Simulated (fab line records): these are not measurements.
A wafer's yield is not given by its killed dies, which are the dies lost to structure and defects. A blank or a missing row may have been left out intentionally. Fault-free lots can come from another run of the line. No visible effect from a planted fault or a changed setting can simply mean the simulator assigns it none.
fab line records ; flow sfqLine
[record] lots = 6; wafers = 18; lastDay = 96
route steps=325 shown L0V@27 M0@28
lots with no fault: from the same line, run without faults
startH: hours from the record's opening day to when the first of the lot's shown wafers began ; waitH: time in hours since the lot's previous step ; " unchanged from the row above ; L1.1+2: a row that stands for several wafers ; - no value present, or no start provided ; * or withheld: withheld ; < > ~ a bound
route shown NAME@n: a module of which the file shows steps, and the number in the route of the first ; usual: the fault-free wafers' mean and standard deviation ; same: alike in all rows ; chamber/n: place in a boat ; sites: each site's reading ; _std_site: the standard deviation of these ; _edge_site: inner sites' mean taken away from outer sites' mean ; radiusMm: how far each site lies from the wafer's centre ; mask NAME#n: copy n ; behind: the tool/chamber that last shaped the wafer ; hold: why the lot was held/for how many hours/how that ended ; device: transistor that didn't switch, given as n, p or np ; end of line: the tests these same wafers got at the end of their route ; a step given without rows: its recipe and nothing more ; killed: dies that structure and defects cost at the first sort, which is not the same as the wafer's yield ; map: a wafer's dies, marking killed ones x, the rest . and places with no die _
set.NAME: the run value of the setting; set.NAME@STEP: its run value at that earlier step ; model.NAME: the simulator's own value behind a step, which no gauge read
lots at some steps of the route; a table a step, a row a wafer
services: a tool's chamber out of use, with start hour (startH, from the record's first day; less than 0 if before it), hours out, and reason
[[steps]]
[step SFQ_TRILAYER_L0_VIA_STRIP_SOLV_CLEAN_018]
[recipe] chemistry = NMP; tempC = 70; timeS = 600
[step SFQ_TRILAYER_M0_DEP_PRE_CLEAN_020]
[recipe] gas = Ar; timeS = 15; biasV = 250
[step SFQ_TRILAYER_M0_DEP_SPUTTER_019]
[recipe] material = Nb; basePressurePa = 1.33e-06; chamberPressurePa = 0.1333; substrateTempC = 20; resputterCathodeVoltageV = 400; targetThkNm = 200; powerW = 2000; timeS = 133.3
[usual] throttleValvePct = 29.8/1
lot.wafer;tool;chamber;startH;waitH;throttleValvePct
L551.2;pvdSputter-03;-;224.78;0.0;29.3
L551.3;pvdSputter-03;-;224.78;0.0;30.1
L551.4;pvdSputter-03;-;224.78;0.0;30.1
L557.3;pvdSputter-05;-;258.94;0.0;31.0
L557.5;pvdSputter-05;-;258.94;0.0;30.9
L557.6;pvdSputter-05;-;258.94;0.0;30.5
L560.3;pvdSputter-06;-;279.50;0.0;29.0
L560.5;pvdSputter-06;-;279.50;0.0;28.5
L560.6;pvdSputter-06;-;279.50;0.0;29.0
L561.3;pvdSputter-05;-;288.94;0.0;30.4
L561.4;pvdSputter-05;-;288.94;0.0;28.9
L561.5;pvdSputter-05;-;288.94;0.0;28.0
L563.2;pvdSputter-03;-;310.77;0.0;29.5
L563.4;pvdSputter-03;-;310.77;0.0;30.1
L563.5;pvdSputter-03;-;310.77;0.0;29.5
L567.1;pvdSputter-06;-;336.10;0.0;28.9
L567.3;pvdSputter-06;-;336.10;0.0;29.4
L567.4;pvdSputter-06;-;336.10;0.0;31.7
[step SFQ_M0_RS_MEAS_904]
[recipe] thkMeasGauge = four-point-probe; reads = Nb_of_TRILAYER_M0_DEP_SPUTTER_019
[usual] M0_NB_RS = 0.887/0.0088
lot.wafer;tool;chamber;startH;waitH;M0_NB_RS[ohm/sq]
L551.2;filmMetro-02;-;224.89;0.1;0.869
L551.3;filmMetro-02;-;224.89;0.1;0.875
L551.4;filmMetro-02;-;224.89;0.1;0.885
L557.3;filmMetro-01;-;259.07;0.1;0.890
L557.5;filmMetro-01;-;259.07;0.1;0.881
L557.6;filmMetro-01;-;259.07;0.1;0.882
L560.3;filmMetro-01;-;279.63;0.1;0.897
L560.5;filmMetro-01;-;279.63;0.1;0.897
L560.6;filmMetro-01;-;279.63;0.1;0.899
L561.3;filmMetro-02;-;289.07;0.1;0.890
L561.4;filmMetro-02;-;289.07;0.1;0.891
L561.5;filmMetro-02;-;289.07;0.1;0.895
L563.2;filmMetro-01;-;310.88;0.1;0.883
L563.4;filmMetro-01;-;310.88;0.1;0.879
L563.5;filmMetro-01;-;310.88;0.1;0.878
L567.1;filmMetro-02;-;336.19;0.0;0.883
L567.3;filmMetro-02;-;336.19;0.0;0.889
L567.4;filmMetro-02;-;336.19;0.0;0.899
[step SFQ_TRILAYER_M0_LITHO_COAT_026]
[recipe] resist = BARC; spinRpm = 3000; resistThkNm = 62
[step SFQ_TRILAYER_M0_LITHO_COAT_021]
[recipe] resist = KrF; spinRpm = 3000; resistThkNm = 600
[step SFQ_TRILAYER_M0_LITHO_SOFTBAKE_025]
[recipe] tempC = withheld; timeS = withheld; resist = KrF
[step SFQ_TRILAYER_M0_LITHO_EXPOSE_022]
[recipe] maskId = M0; na = 0.6; sourceShape = conventional; sigmaOuter = 0.65; targetCdNm = 500; doseMj = 14.4
[step SFQ_TRILAYER_M0_LITHO_PEB_024]
[recipe] pebTempC = 115; pebTimeS = 60; resist = KrF
[step SFQ_TRILAYER_M0_LITHO_DEVELOP_023]
[recipe] timeS = 60; resist = KrF
[step SFQ_M0_OVL_MEAS_906]
[usual] M0_OVL = 3/6.3
lot.wafer;tool;chamber;startH;waitH;M0_OVL[nm]
L551.2;overlay-01;-;341.18;0.1;12
L551.3;overlay-01;-;341.18;0.1;4
L551.4;overlay-01;-;341.18;0.1;12
L557.3;overlay-02;-;383.31;0.1;0
L557.5;overlay-02;-;383.31;0.1;0
L557.6;overlay-02;-;383.31;0.1;-7
L560.3;overlay-02;-;408.51;0.1;-3
L560.5;overlay-02;-;408.51;0.1;-2
L560.6;overlay-02;-;408.51;0.1;0
L561.3;overlay-01;-;416.91;0.1;3
L561.4;overlay-01;-;416.91;0.1;0
L561.5;overlay-01;-;416.91;0.1;1
L563.2;overlay-01;-;448.23;0.1;7
L563.4;overlay-01;-;448.23;0.1;10
L563.5;overlay-01;-;448.23;0.1;6
L567.1;overlay-01;-;480.33;0.1;3
L567.3;overlay-01;-;480.33;0.1;5
L567.4;overlay-01;-;480.33;0.1;3
[step SFQ_TRILAYER_M0_BARC_OPEN_METAL_ETCH_031]
[recipe] maskMaterial = PR; chemistry = O2; targetDepthNm = 125; target = BARC; icpW = 600; biasW = 80; pressureMtorr = 10; timeS = 41.7
[usual] drypumpMotorCurrentA = 5.9/0.34; oesProductAu = 0.685/0.0048
lot.wafer;tool;chamber;startH;waitH;drypumpMotorCurrentA;oesProductAu;rfHoursCounterH;model.KrF_of_TRILAYER_M0_LITHO_COAT_021.thkNm
L551.2;rieMetal-03;1;341.21;0.0;5.8;0.684;76;519.7
L551.3;rieMetal-03;0;341.21;0.0;6.3;0.686;-;519.1
L551.4;rieMetal-03;1;341.21;0.0;5.8;0.686;-;519.6
L557.3;rieMetal-04;0;383.35;0.0;5.7;0.685;-;520.1
L557.5;rieMetal-04;1;383.35;0.0;6.4;0.682;-;521.5
L557.6;rieMetal-04;0;383.35;0.0;5.7;0.682;-;521.2
L560.3;rieMetal-03;0;408.55;0.0;6.3;0.681;-;529.9
L560.5;rieMetal-03;0;408.55;0.0;6.3;0.682;-;531
L560.6;rieMetal-03;1;408.55;0.0;5.8;0.682;-;529.7
L561.3;rieMetal-03;0;416.95;0.0;6.3;0.682;-;527.5
L561.4;rieMetal-03;1;416.95;0.0;5.8;0.683;-;531
L561.5;rieMetal-03;1;416.95;0.0;5.8;0.677;-;528.6
L563.2;rieMetal-04;0;448.28;0.0;5.7;0.682;-;526.7
L563.4;rieMetal-04;0;448.28;0.0;5.7;0.680;-;527
L563.5;rieMetal-04;0;448.28;0.0;5.7;0.683;-;526.1
L567.1;rieMetal-04;0;480.37;0.0;5.7;0.678;40;523.9
L567.3;rieMetal-04;0;480.37;0.0;5.7;0.690;-;525.3
L567.4;rieMetal-04;1;480.37;0.0;6.4;0.686;-;523.6
[step SFQ_TRILAYER_M0_ETCH_METAL_ETCH_024]
[recipe] target = Nb; stopOn = SiO2; maskMaterial = PR; chemistry = Cl2/Ar; targetDepthNm = 240; icpW = 600; biasW = 80; pressureMtorr = 10; timeS = 120
[usual] drypumpMotorCurrentA = 5.9/0.34; oesProductAu = 0.896/0.007
lot.wafer;tool;chamber;startH;waitH;drypumpMotorCurrentA;oesProductAu;rfHoursCounterH;model.KrF_of_TRILAYER_M0_LITHO_COAT_021.thkNm
L551.2;rieMetal-03;1;341.27;0.0;5.8;0.901;76;378.1
L551.3;rieMetal-03;0;341.27;0.0;6.3;0.905;-;376.9
L551.4;rieMetal-03;1;341.27;0.0;5.8;0.896;-;378.2
L557.3;rieMetal-04;0;383.44;0.1;5.7;0.890;-;382.8
L557.5;rieMetal-04;1;383.44;0.1;6.4;0.892;-;380.7
L557.6;rieMetal-04;0;383.44;0.1;5.7;0.897;-;381.2
L560.3;rieMetal-03;0;408.64;0.1;6.3;0.891;-;388.6
L560.5;rieMetal-03;0;408.64;0.1;6.3;0.887;-;390.8
L560.6;rieMetal-03;1;408.64;0.1;5.8;0.893;-;388.9
L561.3;rieMetal-03;0;417.04;0.1;6.3;0.888;-;387.1
L561.4;rieMetal-03;1;417.04;0.1;5.8;0.898;-;390
L561.5;rieMetal-03;1;417.04;0.1;5.8;0.896;-;386.6
L563.2;rieMetal-04;0;448.42;0.1;5.7;0.892;-;389.5
L563.4;rieMetal-04;0;448.42;0.1;5.7;0.900;-;389.9
L563.5;rieMetal-04;0;448.42;0.1;5.7;0.911;-;387.8
L567.1;rieMetal-04;0;480.43;0.0;5.7;0.895;40;385.4
L567.3;rieMetal-04;0;480.43;0.0;5.7;0.898;-;386.1
L567.4;rieMetal-04;1;480.43;0.0;6.3;0.888;-;384.5
[step SFQ_TRILAYER_M0_STRIP_STRIP_025]
[recipe] gas = O2; powerW = 200; platenTempC = 40; overashFraction = 0.65; chemistry = O2; pressureMtorr = 50
[usual] drypumpMotorCurrentA = 5.9/0.35; oesProductAu = 0.997/0.0073; platenTempC = 40.01/0.1
lot.wafer;tool;chamber;startH;waitH;drypumpMotorCurrentA;oesProductAu;platenTempC;rfHoursCounterH
L551.2;rieMetal-03;1;341.39;0.1;5.8;0.998;40.14;76
L551.3;rieMetal-03;0;341.39;0.1;6.3;1.005;40.17;-
L551.4;rieMetal-03;1;341.39;0.1;5.8;1.000;40.16;-
L557.3;rieMetal-04;0;383.72;0.2;5.7;0.980;40.12;-
L557.5;rieMetal-04;1;383.72;0.2;6.3;0.983;40.26;-
L557.6;rieMetal-04;0;383.72;0.2;5.7;0.990;39.98;-
L560.3;rieMetal-03;0;408.92;0.2;6.3;1.002;39.89;-
L560.5;rieMetal-03;0;408.92;0.2;6.4;1.008;40.01;-
L560.6;rieMetal-03;1;408.92;0.2;5.8;1.003;39.91;-
L561.3;rieMetal-03;0;417.32;0.2;6.3;1.003;40.04;-
L561.4;rieMetal-03;1;417.32;0.2;5.8;1.001;40.04;-
L561.5;rieMetal-03;1;417.32;0.2;5.8;1.003;40.18;-
L563.2;rieMetal-04;0;448.83;0.4;5.7;0.986;40.09;-
L563.4;rieMetal-04;0;448.83;0.4;5.7;0.984;39.79;-
L563.5;rieMetal-04;0;448.83;0.4;5.6;0.993;40.12;-
L567.1;rieMetal-04;0;480.55;0.1;5.7;0.989;39.89;40
L567.3;rieMetal-04;0;480.55;0.1;5.7;0.988;40.00;-
L567.4;rieMetal-04;1;480.55;0.1;6.4;0.997;40.14;-
[[services]]
tool;chamber;startH;hours;kind
rieMetal-04;-;262.11;0.1;repair
pvdSputter-06;2;267.68;-;consumableReplace:kit
pvdSputter-06;2;267.68;18.0;scheduledDown
pvdSputter-06;2;267.68;18.0;ventCycle
rieMetal-04;-;286.44;1.4;pm
rieMetal-03;1;330.77;1.0;repair
rieMetal-04;0;336.73;6.2;repair
rieMetal-03;1;338.88;2.1;repair
pvdSputter-03;3;351.37;-;consumableReplace:kit
pvdSputter-03;3;351.37;18.0;scheduledDown
pvdSputter-03;3;351.37;18.0;ventCycle
pvdSputter-05;-;394.59;1.0;repair
rieMetal-04;0;403.94;4.1;repair
pvdSputter-06;-;429.79;3.8;repair
rieMetal-04;1;437.53;-;clean
rieMetal-04;1;437.53;19.4;scheduledDown
rieMetal-04;1;437.53;19.4;ventCycle
rieMetal-03;0;449.34;-;clean
rieMetal-03;0;449.34;15.9;scheduledDown
rieMetal-03;0;449.34;15.9;ventCycle
pvdSputter-05;-;455.33;2.0;repair
pvdSputter-05;-;478.65;7.6;repair
[[key]]
firstSign none at tools or gauges
[modelEffect] step = SFQ_TRILAYER_M0_BARC_OPEN_METAL_ETCH_031; value = KrF_of_TRILAYER_M0_LITHO_COAT_021.thkNm; without = 524.7; struck = 529.6
[modelEffect] step = SFQ_TRILAYER_M0_ETCH_METAL_ETCH_024; value = KrF_of_TRILAYER_M0_LITHO_COAT_021.thkNm; without = 383.7; struck = 388.7
metAt SFQ_TRILAYER_M0_BARC_OPEN_METAL_ETCH_031
struckWafers L560.3,L560.5,L560.6,L561.3,L561.4,L561.5
onsetBetween 341.21 408.55
[fault] kind = processParameterDrift; tool = rieMetal-03; chamber = -; onsetH = 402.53; steps = SFQ_TRILAYER_M0_BARC_OPEN_METAL_ETCH_031; channel = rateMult; offset = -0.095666; shape = step; endH = 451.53
